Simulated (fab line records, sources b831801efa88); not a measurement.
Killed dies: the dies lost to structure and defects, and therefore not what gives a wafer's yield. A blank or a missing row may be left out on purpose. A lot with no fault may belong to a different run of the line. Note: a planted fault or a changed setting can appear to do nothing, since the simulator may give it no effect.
The tool behind it: which one? / flow sky130 / Sampling: 6 lots, 18 wafers, 2 of 708 route steps

## WHAT THE GAUGES READ, wafer by wafer
SKY_VT_ADJUST_PCH_OVL_MEAS_07.
lot=L151; measured=day 11 04:43; on=overlay-02; VT_ADJUST_PCH_OVL (nm)=0.8 0.8 1.3
lot=L153; measured=day 12 12:19; on=overlay-02; VT_ADJUST_PCH_OVL (nm)=-0.6 1.2 -1.4
lot=L163; measured=day 14 19:25; on=overlay-02; VT_ADJUST_PCH_OVL (nm)=-1.4 -0.9 0.2
lot=L167; measured=day 15 23:02; on=overlay-01; VT_ADJUST_PCH_OVL (nm)=-0.7 -0.7 -0.4
lot=L169; measured=day 16 17:10; on=overlay-01; VT_ADJUST_PCH_OVL (nm)=-0.3 0.5 -0.2
lot=L172; measured=day 17 21:22; on=overlay-01; VT_ADJUST_PCH_OVL (nm)=-0.1 -1.0 1.3

## TOOL THAT RAN EACH LOT (tool first, then ch and the chambers of the sampled wafers, then the start)
lot=L151; SKY_VT_ADJUST_LVTN_STRIP_20=plasma-asher-04 ch 0,1, day 8 10:59
lot=L153; SKY_VT_ADJUST_LVTN_STRIP_20=plasma-asher-04 ch 0, day 9 15:43
lot=L163; SKY_VT_ADJUST_LVTN_STRIP_20=plasma-asher-02 ch 0,1, day 11 15:23
lot=L167; SKY_VT_ADJUST_LVTN_STRIP_20=plasma-asher-04 ch 0,1, day 12 16:32
lot=L169; SKY_VT_ADJUST_LVTN_STRIP_20=plasma-asher-03 ch 0,1, day 13 08:22
lot=L172; SKY_VT_ADJUST_LVTN_STRIP_20=plasma-asher-03 ch 0,1, day 14 09:22
- SKY_VT_ADJUST_LVTN_STRIP_20: strips in O2/N2.

## THE ANSWER, worked out from the rows above alone
Rule: usual is defined by the lots themselves. Put in order of their means at a reading, lots are off if they are a third of the lots or fewer, leave a main group of 4 or more, and stand apart from it by a gap of 3 or more times the standard deviation of the main group's means; of several such gaps the widest counts. A main group is skipped when, at the precision printed for the reading in the tables above, its means are all equal. Also off: a lot with no number at a reading for which 4 or more lots have one. Any other lot the step has rows for is counted as sound.
Across all readings shown, no lot is off: no conclusion can be drawn from this.

## WHAT HAD BEEN PUT IN BY THE SIMULATOR
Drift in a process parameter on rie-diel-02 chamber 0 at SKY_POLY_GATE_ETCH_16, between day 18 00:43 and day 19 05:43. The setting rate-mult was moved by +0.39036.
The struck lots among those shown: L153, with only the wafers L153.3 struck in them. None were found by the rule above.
